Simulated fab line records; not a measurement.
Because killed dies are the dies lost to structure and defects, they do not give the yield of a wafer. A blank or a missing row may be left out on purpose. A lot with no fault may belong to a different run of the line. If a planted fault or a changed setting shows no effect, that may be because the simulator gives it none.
Commonality check across tools	flow gf180mcu	13 lots, 39 wafers sampled

== WHAT PROMPTED THE OPENING ==
At GF_NWELL_TW_MEAS_11 the reading NWELL_TW is flagged on 1 of 13 lots. Fault-free wafers read 1588, with a standard deviation of 12.
Rule: a lot gets a flag if all its wafers with a number sit over 4 standard deviations from that mean, or if no wafer of it has a number. The other lots count as sound.

lot	measured	on	NWELL_TW, wafer by wafer	flag
L998	day 3 07:02	film-metro-01	1576 1572 1579	
L999	day 3 13:32	film-metro-03	1586 1578 1590	
L100	day 3 20:50	film-metro-01	1573 1569 1562	
L101	day 4 00:43	film-metro-04	1609 1606 1596	
L106	day 5 03:52	film-metro-04	31 31 31	FLAGGED
L112	day 6 13:04	film-metro-01	1572 1565 1571	
L113	day 6 18:20	film-metro-04	1601 1601 1601	
L114	day 6 23:34	film-metro-01	1579 1568 1581	
L115	day 7 05:02	film-metro-03	1581 1581 1574	
L117	day 7 15:44	film-metro-04	1589 1586 1597	
L118	day 7 20:41	film-metro-04	1585 1587 1581	
L120	day 8 07:14	film-metro-03	1580 1587 1576	
L121	day 8 13:11	film-metro-03	1577 1581 1573	
Flagged lots average 31: -1557 relative to the usual, that is -99 or more standard deviations.

== EACH LOT AND THE TOOL IT RAN ON ==
The record keeps 1 process step preceding the reading, out of 602 steps on the route. Read each cell as the tool, then ch plus the chambers that the sampled wafers visited, then the start.
lot	flag	GF_NWELL_EXPOSE_04
L998		iline-stepper-02 ch 0, day 3 00:22
L999		iline-stepper-01 ch 0, day 3 06:59
L100		iline-stepper-02 ch 0, day 3 13:55
L101		iline-stepper-02 ch 0, day 3 17:51
L106	FLAGGED	iline-stepper-02 ch 0, day 4 20:28
L112		iline-stepper-02 ch 0, day 6 05:04
L113		iline-stepper-01 ch 0, day 6 11:03
L114		iline-stepper-02 ch 0, day 6 15:38
L115		iline-stepper-02 ch 0, day 6 20:44
L117		iline-stepper-02 ch 0, day 7 07:53
L118		iline-stepper-02 ch 0, day 7 12:30
L120		iline-stepper-01 ch 0, day 7 22:53
L121		iline-stepper-02 ch 0, day 8 05:26
What is done by these steps:
- GF_NWELL_EXPOSE_04: exposes mask Nwell, target cd 860 nm.
- GF_NWELL_TW_MEAS_11

== FLAGGED OVER TOTAL, TOOL BY TOOL (the gauges that took the reading come last) ==
step	tool	lots run	flagged	share of the flagged lots	sound lots run after its first flagged lot
GF_NWELL_EXPOSE_04	iline-stepper-01	3	0	none	-
GF_NWELL_EXPOSE_04	iline-stepper-02	10	1	all	6 (L112,L114,L115,L117,L118,L121)
GF_NWELL_TW_MEAS_11	film-metro-01	4	0	none	-
GF_NWELL_TW_MEAS_11	film-metro-03	4	0	none	-
GF_NWELL_TW_MEAS_11	film-metro-04	5	1	all	3 (L113,L117,L118)

== THE TABLE: WHAT IT ALLOWS ==
2 rows of the table ran every flagged lot: iline-stepper-02 at GF_NWELL_EXPOSE_04, film-metro-04 at GF_NWELL_TW_MEAS_11.
- iline-stepper-02 at GF_NWELL_EXPOSE_04: 1 of its 10 lots flagged. Sound lots ran on it after the first flagged one (L112, L114, L115, L117, L118, L121), which a lasting fault on the whole tool wouldn't allow.
- film-metro-04 at GF_NWELL_TW_MEAS_11: 1 of its 5 lots flagged. Sound lots ran on it after the first flagged one (L113, L117, L118), which a lasting fault on the whole tool wouldn't allow.
None of the table's rows ran every flagged lot and, after the first, no sound lot.

== WHAT THE SIMULATOR PUT IN ==
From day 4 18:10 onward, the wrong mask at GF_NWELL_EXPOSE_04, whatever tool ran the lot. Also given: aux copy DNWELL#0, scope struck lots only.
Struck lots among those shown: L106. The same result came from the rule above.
